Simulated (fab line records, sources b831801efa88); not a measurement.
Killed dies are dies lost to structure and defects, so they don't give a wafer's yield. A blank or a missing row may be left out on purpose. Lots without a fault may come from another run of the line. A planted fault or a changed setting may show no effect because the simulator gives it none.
Tool commonality check | flow gf180mcu | 13 lots, 39 wafers sampled

WHY IT WAS OPENED
At GF_VT_IMPLANT_TW_MEAS_43 the reading VT_IMPLANT_4_TW is flagged on 1 of 13 lots. Wafers without a fault read 686, standard deviation 4.9.
Rule: a lot is flagged when every wafer of it that has a number lies more than 4 standard deviations from that mean, or none has a number. The other lots count as sound.

lot  | measured     | on            | VT_IMPLANT_4_TW, wafer by wafer | flag
L763 | day 7 13:31  | film_metro-02 | 688 692 692                     |
L764 | day 7 18:14  | film_metro-04 | 700 696 698                     |
L765 | day 8 01:37  | film_metro-02 | 692 691 696                     |
L766 | day 8 09:19  | film_metro-03 | 684 682 687                     |
L769 | day 9 05:13  | film_metro-02 | 686 689 690                     |
L777 | day 11 09:14 | film_metro-02 | 30 30 30                        | FLAGGED
L779 | day 11 22:52 | film_metro-02 | 688 689 690                     |
L781 | day 12 10:22 | film_metro-03 | 690 683 688                     |
L782 | day 12 17:55 | film_metro-02 | 689 687 684                     |
L783 | day 12 22:46 | film_metro-02 | 688 686 685                     |
L784 | day 13 04:15 | film_metro-02 | 688 689 685                     |
L785 | day 13 12:26 | film_metro-02 | 684 688 687                     |
L786 | day 13 19:19 | film_metro-03 | 684 686 684                     |
The numbers of the flagged lots are 30 on average: -656 against the usual, or -99 or more standard deviations.

WHICH TOOL RAN EACH LOT
The record holds 1 process step before the reading, out of a route of 602 steps. In each cell: the tool, then ch and the chambers that the sampled wafers went through, then the start.
lot  | flag    | GF_VT_IMPLANT_EXPOSE_37
L763 |         | iline_stepper-02 ch 0, day 7 05:18
L764 |         | iline_stepper-02 ch 0, day 7 10:35
L765 |         | iline_stepper-01 ch 0, day 7 17:28
L766 |         | iline_stepper-02 ch 0, day 8 00:51
L769 |         | iline_stepper-02 ch 0, day 8 20:48
L777 | FLAGGED | iline_stepper-02 ch 0, day 11 00:50
L779 |         | iline_stepper-01 ch 0, day 11 13:29
L781 |         | iline_stepper-02 ch 0, day 12 01:22
L782 |         | iline_stepper-02 ch 0, day 12 09:08
L783 |         | iline_stepper-01 ch 0, day 12 13:15
L784 |         | iline_stepper-02 ch 0, day 12 19:01
L785 |         | iline_stepper-01 ch 0, day 13 02:53
L786 |         | iline_stepper-02 ch 0, day 13 09:37
What these steps do:
- GF_VT_IMPLANT_EXPOSE_37: exposes mask Nwell HV AREA, target cd 860 nm.
- GF_VT_IMPLANT_TW_MEAS_43

FLAGGED OVER TOTAL, TOOL BY TOOL (the gauges that took the reading come last)
step                     | tool             | lots run | flagged | share of the flagged lots | sound lots run after its first flagged lot
GF_VT_IMPLANT_EXPOSE_37  | iline_stepper-01 | 4        | 0       | none                      | -
GF_VT_IMPLANT_EXPOSE_37  | iline_stepper-02 | 9        | 1       | all                       | 4 (L781,L782,L784,L786)
GF_VT_IMPLANT_TW_MEAS_43 | film_metro-02    | 9        | 1       | all                       | 5 (L779,L782,L783,L784,L785)
GF_VT_IMPLANT_TW_MEAS_43 | film_metro-03    | 3        | 0       | none                      | -
GF_VT_IMPLANT_TW_MEAS_43 | film_metro-04    | 1        | 0       | none                      | -

WHAT THE TABLE ALLOWS
2 rows of the table ran every flagged lot: iline_stepper-02 at GF_VT_IMPLANT_EXPOSE_37, film_metro-02 at GF_VT_IMPLANT_TW_MEAS_43.
- iline_stepper-02 at GF_VT_IMPLANT_EXPOSE_37: 1 of its 9 lots flagged. Sound lots ran on it after the first flagged one (L781, L782, L784, L786), which a lasting fault on the whole tool wouldn't allow.
- film_metro-02 at GF_VT_IMPLANT_TW_MEAS_43: 1 of its 9 lots flagged. Sound lots ran on it after the first flagged one (L779, L782, L783, L784, L785), which a lasting fault on the whole tool wouldn't allow.
No row of the table ran every flagged lot and no sound lot after the first.

WHAT THE SIMULATOR HAD PUT IN
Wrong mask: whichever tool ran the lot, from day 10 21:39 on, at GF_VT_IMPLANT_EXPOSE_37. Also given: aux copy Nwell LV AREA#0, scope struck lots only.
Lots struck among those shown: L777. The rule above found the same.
